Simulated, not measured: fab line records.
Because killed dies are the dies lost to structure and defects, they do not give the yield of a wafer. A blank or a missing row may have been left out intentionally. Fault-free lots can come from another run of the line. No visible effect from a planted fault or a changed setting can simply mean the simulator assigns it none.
fab line records -- flow sky130
record lots=13, wafers=39, lastDay=50
route steps=708 shown SD_P@324 PAD_OPEN@708
lots that met no fault: from a run of the same line without faults
startH: hours from the record's opening day to when the first of the lot's shown wafers began -- waitH: hours from the lot's prior step to this one -- " as in the row above -- L1.1+2: a single row standing in for several wafers -- - value missing, or start not given -- * or withheld: withheld -- < > ~ a bound
route shown NAME@n: NAME is a module with steps in the file, n the number in the route of the first one -- usual: average and standard deviation across the fault-free wafers -- same: alike in all rows -- chamber/n: place in a boat -- sites: per-site readings -- _std_site: the values' standard deviation -- _edge_site: outer sites' mean less inner sites' -- radiusMm: how far each site lies from the wafer's centre -- mask NAME#n: copy n -- behind: the most recent tool/chamber to have shaped the wafer -- hold: what put the lot on hold/how long, in hours/how the hold closed -- device: transistor that didn't switch, given as n, p or np -- end of line: the route-end tests of the same wafers -- a step without rows: its recipe alone -- killed: not the wafer's yield, but the dies lost to structure and defects at the first sort -- map: a wafer's dies, marking killed ones x, the rest . and places with no die _
set.NAME: the setting as run; set.NAME@STEP: as run at that earlier step -- model.NAME: the simulator's own value behind a step, which no gauge read
route steps across a sampled set of lots; one table per step, one row per wafer
services: the hour from which a tool's chamber was out of use, counted from the record's first day as startH (under 0 if before that day), plus the number of hours and why
## steps
# step SKY_SD_P_EXPOSE_04
# recipe maskId=PSDM, na=0.6, sourceShape=conventional, sigmaOuter=0.6, polarization=unpolarized, targetCdNm=380, doseMj=138
lot.wafer,tool,chamber,startH,waitH,mask
L944.1+2+3,ilineStepper-01,0,598.88,-,PSDM#0
L945.1+3+6,ilineStepper-02,0,610.08,-,PSDM#0
L946.3+4+5,ilineStepper-01,0,614.50,-,PSDM#0
L947.1+2+3,ilineStepper-01,0,634.62,-,PSDM#0
L948.3+4+6,ilineStepper-02,0,637.44,-,PSDM#0
L949.1+2+4,ilineStepper-02,0,641.05,-,PSDM#0
L950.1+3+4,ilineStepper-02,0,650.92,-,PSDM#0
L951.1+2+6,ilineStepper-02,0,659.75,-,PSDM#0
L952.3+5+6,ilineStepper-02,0,672.14,-,PSDM#0
L954.2+5+6,ilineStepper-02,0,683.40,-,PSDM_R1#0
L955.1+5+6,ilineStepper-02,0,687.18,-,PSDM#0
L962.2+4+6,ilineStepper-01,0,740.58,-,PSDM#0
L964.1+4+5,ilineStepper-01,0,758.90,-,PSDM#0
# step SKY_SD_P_CD_MEAS_07
# recipe targetCdNm=380
# usual cdNm=380.6/2.7
lot.wafer,tool,chamber,startH,waitH,cdNm
L944.1,cdSem-01,-,612.83,0.1,384.6
L944.2,cdSem-01,-,612.83,0.1,382.1
L944.3,cdSem-01,-,612.83,0.1,381.1
L945.1,cdSem-02,-,624.12,0.1,377.7
L945.3,cdSem-02,-,624.12,0.1,378.8
L945.6,cdSem-02,-,624.12,0.1,377.1
L946.3,cdSem-01,-,629.16,0.1,381.5
L946.4,cdSem-01,-,629.16,0.1,382.4
L946.5,cdSem-01,-,629.16,0.1,380.4
L947.1,cdSem-02,-,648.77,0.1,382.2
L947.2,cdSem-02,-,648.77,0.1,383.0
L947.3,cdSem-02,-,648.77,0.1,379.9
L948.3,cdSem-02,-,651.26,0.1,382.6
L948.4,cdSem-02,-,651.26,0.1,382.6
L948.6,cdSem-02,-,651.26,0.1,383.2
L949.1,cdSem-02,-,655.56,0.1,381.3
L949.2,cdSem-02,-,655.56,0.1,382.1
L949.4,cdSem-02,-,655.56,0.1,381.9
L950.1,cdSem-01,-,664.73,0.1,380.0
L950.3,cdSem-01,-,664.73,0.1,378.5
L950.4,cdSem-01,-,664.73,0.1,380.2
L951.1,cdSem-01,-,673.56,0.1,380.7
L951.2,cdSem-01,-,673.56,0.1,382.6
L951.6,cdSem-01,-,673.56,0.1,381.9
L952.3,cdSem-02,-,685.90,0.1,373.8
L952.5,cdSem-02,-,685.90,0.1,371.8
L952.6,cdSem-02,-,685.90,0.1,376.5
L954.2,cdSem-02,-,696.73,0.1,413.3
L954.5,cdSem-02,-,696.73,0.1,408.7
L954.6,cdSem-02,-,696.73,0.1,410.2
L955.1,cdSem-02,-,700.39,0.1,379.6
L955.5,cdSem-02,-,700.39,0.1,378.9
L955.6,cdSem-02,-,700.39,0.1,379.3
L962.2,cdSem-01,-,754.19,0.1,378.2
L962.4,cdSem-01,-,754.19,0.1,378.4
L962.6,cdSem-01,-,754.19,0.1,377.0
L964.1,cdSem-01,-,771.97,0.1,383.2
L964.4,cdSem-01,-,771.97,0.1,383.5
L964.5,cdSem-01,-,771.97,0.1,382.9
# step SKY_PAD_OPEN_PROBE_99
# usual killed_at_M0_to_M3=43/6.6, killed_at_M4_up=3.4/1.8, killedAtContacts=24/4.9, killedAtFrontEnd=15/4.1, killedAtOther=0.3/0.55, killedDies=85/8.8, killedOpen=46/6.1, killedShort=39/5.7
# same grossDies=492, killedAtBackSide=0
lot.wafer,tool,chamber,startH,waitH,killed_at_M0_to_M3,killed_at_M4_up,killedAtContacts,killedAtFrontEnd,killedAtOther,killedDies,killedOpen,killedShort
L954.2,prober-01,-,1151.93,0.1,33,3,23,19,2,80,43,36
L954.5,prober-01,-,1152.08,0.2,42,1,22,16,0,81,36,45
L954.6,prober-01,-,1152.13,0.2,46,3,27,17,2,95,57,37
L955.1,prober-02,-,1155.20,0.1,46,7,16,23,0,92,51,41
L955.5,prober-02,-,1155.40,0.2,46,1,25,22,1,95,50,44
L955.6,prober-02,-,1155.45,0.2,49,5,30,12,1,97,53,44
# killed by level:class
L954.2 LI_CONTACT:geometricParticle:open=9 VIA2:geometricParticle:open=7 FIELD_ISO:geometricParticle:open=6 CONTACT:geometricParticle:open=6 VIA1:geometricParticle:short=5 VIA1:geometricParticle:open=5 POLY_GATE:geometricParticle:short=4 CONTACT:geometricParticle:short=4
L954.5 METAL1:geometricParticle:short=8 CONTACT:geometricParticle:open=7 VIA1:geometricParticle:short=7 LOCAL_INTERCONNECT:geometricParticle:short=6 LI_CONTACT:geometricParticle:short=5 VIA2:geometricParticle:open=5 VIA3:geometricParticle:open=5 FIELD_ISO:geometricParticle:short=4
L954.6 CONTACT:geometricParticle:open=11 VIA1:geometricParticle:open=10 VIA2:geometricParticle:open=9 LI_CONTACT:geometricParticle:open=9 VIA3:geometricParticle:open=7 FIELD_ISO:geometricParticle:short=5 METAL1:geometricParticle:short=5 VIA1:geometricParticle:short=5
L955.1 VIA1:geometricParticle:open=14 LI_CONTACT:geometricParticle:open=7 VIA1:geometricParticle:short=7 FIELD_ISO:geometricParticle:open=6 VIA2:geometricParticle:open=6 FIELD_ISO:geometricParticle:short=5 METAL4:geometricParticle:short=5 METAL3:geometricParticle:short=5
L955.5 CONTACT:geometricParticle:open=15 VIA1:geometricParticle:short=8 VIA1:geometricParticle:open=8 VIA3:geometricParticle:open=7 POLY_GATE:geometricParticle:short=6 METAL1:geometricParticle:short=5 METAL2:geometricParticle:short=5 POLY_GATE:geometricParticle:open=4
L955.6 CONTACT:geometricParticle:open=11 LI_CONTACT:geometricParticle:open=9 VIA1:geometricParticle:open=8 METAL2:geometricParticle:short=8 CONTACT:geometricParticle:short=7 VIA1:geometricParticle:short=7 VIA3:geometricParticle:open=6 VIA2:geometricParticle:open=6
## services
tool,chamber,startH,hours,kind
ilineStepper-02,-,577.90,13.2,repair
ilineStepper-01,0,695.40,-,calibration
ilineStepper-01,-,741.72,1.7,pm
ilineStepper-02,-,746.35,2.4,repair
## key
firstSign step=SKY_SD_P_EXPOSE_04, reading=mask, direction=changed
effect step=SKY_SD_P_CD_MEAS_07, reading=cdNm, direction=up, sigmas=11, usual=380.6, struck=410.7
metAt SKY_SD_P_EXPOSE_04
struckLots L954
testerLeftOut L954
onsetBetween 672.14 683.40
fault kind=wrongMask, tool=any, chamber=-, onsetH=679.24, steps=SKY_SD_P_EXPOSE_04, auxCopy=PSDM_R1#0, cdOffsetNm=27, scope=struckLotsOnly
# testerLeftOut: of these lots the tester's yield and bins aren't shown, on N5 and GAA mostly nor the transistor test; their killed dies are dies lost to structure and defects alone, not to doping, threshold or leakage, so they don't give the yield
